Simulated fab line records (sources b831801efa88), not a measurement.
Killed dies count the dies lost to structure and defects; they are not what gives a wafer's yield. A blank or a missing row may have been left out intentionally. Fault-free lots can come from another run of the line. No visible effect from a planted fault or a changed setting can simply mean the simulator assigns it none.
Matching of chambers || flow gf180mcu || 4 sister chambers for GF_V4_CMP_04 on cmp-02
The step polishes SiO2. 14 wafers are shown with their chamber, then 7 later ones without.

== EACH WAFER AND ITS CHAMBER ==
{"wafer": "L802.2", "chamber": 3, "motor-current-A (A)": 12.7, "platen-rpm (rpm)": 59.95, "time-to-endpoint-s (s)": 77}
{"wafer": "L802.5", "chamber": 3, "motor-current-A (A)": 12.2, "platen-rpm (rpm)": 59.97, "time-to-endpoint-s (s)": 83}
{"wafer": "L802.6", "chamber": 2, "motor-current-A (A)": 10.2, "platen-rpm (rpm)": 59.96, "time-to-endpoint-s (s)": 76}
{"wafer": "L803.1", "chamber": 0, "motor-current-A (A)": 10.5, "platen-rpm (rpm)": 59.98, "time-to-endpoint-s (s)": 76}
{"wafer": "L803.3", "chamber": 1, "motor-current-A (A)": 13.2, "platen-rpm (rpm)": 60.00, "time-to-endpoint-s (s)": 74}
{"wafer": "L803.5", "chamber": 0, "motor-current-A (A)": 10.4, "platen-rpm (rpm)": 60.00, "time-to-endpoint-s (s)": 87}
{"wafer": "L805.1", "chamber": 1, "motor-current-A (A)": 12.7, "platen-rpm (rpm)": 60.01, "time-to-endpoint-s (s)": 83}
{"wafer": "L805.3", "chamber": 0, "motor-current-A (A)": 11.3, "platen-rpm (rpm)": 59.93, "time-to-endpoint-s (s)": 89}
{"wafer": "L805.5", "chamber": 2, "motor-current-A (A)": 9.8, "platen-rpm (rpm)": 60.01, "time-to-endpoint-s (s)": 85}
{"wafer": "L808.2", "chamber": 1, "motor-current-A (A)": 12.8, "platen-rpm (rpm)": 60.00, "time-to-endpoint-s (s)": 79}
{"wafer": "L808.5", "chamber": 1, "motor-current-A (A)": 12.6, "platen-rpm (rpm)": 59.98, "time-to-endpoint-s (s)": 87}
{"wafer": "L808.6", "chamber": 0, "motor-current-A (A)": 11.1, "platen-rpm (rpm)": 60.00, "time-to-endpoint-s (s)": 87}
{"wafer": "L810.1", "chamber": 2, "motor-current-A (A)": 9.7, "platen-rpm (rpm)": 59.92, "time-to-endpoint-s (s)": 78}
{"wafer": "L810.2", "chamber": 0, "motor-current-A (A)": 10.7, "platen-rpm (rpm)": 60.04, "time-to-endpoint-s (s)": 82}

SIGNATURES (averages over the wafers above)
{"reading": "motor-current-A", "chamber 0": 10.800, "chamber 1": 12.825, "chamber 2": 9.900, "chamber 3": 12.450, "scatter within a chamber": 0.327}
{"reading": "platen-rpm", "chamber 0": 59.9900, "chamber 1": 59.9975, "chamber 2": 59.9633, "chamber 3": 59.9600, "scatter within a chamber": 0.0334}
{"reading": "time-to-endpoint-s", "chamber 0": 84.20, "chamber 1": 80.75, "chamber 2": 79.67, "chamber 3": 80.00, "scatter within a chamber": 5.16}
Rule: a wafer's distance from a chamber is the root of the sum, over the readings, of the square of ((its reading less the chamber's mean) divided by the reading's scatter). If the next closest chamber is less than 2 further off than the closest, the wafer can't be placed; otherwise it belongs to the closest. The scatter: take each reading less its chamber's mean, square it, sum over the shown wafers, divide by the number of wafers less the number of chambers, and take the root.

== WAFERS WITHOUT THEIR CHAMBER ==
{"wafer": "L810.5", "motor-current-A (A)": 12.8, "platen-rpm (rpm)": 60.05, "time-to-endpoint-s (s)": 83}
{"wafer": "L823.1", "motor-current-A (A)": 10.8, "platen-rpm (rpm)": 59.96, "time-to-endpoint-s (s)": 87}
{"wafer": "L823.3", "motor-current-A (A)": 12.1, "platen-rpm (rpm)": 59.96, "time-to-endpoint-s (s)": 80}
{"wafer": "L823.4", "motor-current-A (A)": 9.8, "platen-rpm (rpm)": 60.07, "time-to-endpoint-s (s)": 85}
{"wafer": "L822.1", "motor-current-A (A)": 12.5, "platen-rpm (rpm)": 60.04, "time-to-endpoint-s (s)": 74}
{"wafer": "L822.5", "motor-current-A (A)": 12.9, "platen-rpm (rpm)": 60.02, "time-to-endpoint-s (s)": 84}
{"wafer": "L822.6", "motor-current-A (A)": 9.5, "platen-rpm (rpm)": 60.01, "time-to-endpoint-s (s)": 81}

== WHICH CHAMBER EACH WENT THROUGH ==
{"wafer": "L810.5", "from the rows above": "can't be placed: 1 or 3", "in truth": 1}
{"wafer": "L823.1", "from the rows above": 0, "in truth": 0}
{"wafer": "L823.3", "from the rows above": "can't be placed: 3 or 1", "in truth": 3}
{"wafer": "L823.4", "from the rows above": "can't be placed: 2 or 0", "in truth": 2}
{"wafer": "L822.1", "from the rows above": "can't be placed: 1 or 3", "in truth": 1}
{"wafer": "L822.5", "from the rows above": "can't be placed: 1 or 3", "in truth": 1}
{"wafer": "L822.6", "from the rows above": 2, "in truth": 2}
Correct placement for 2 of the 7. Not placeable from these rows: 5 (in 5, the candidates include the true chamber). Wrongly placed: 0.
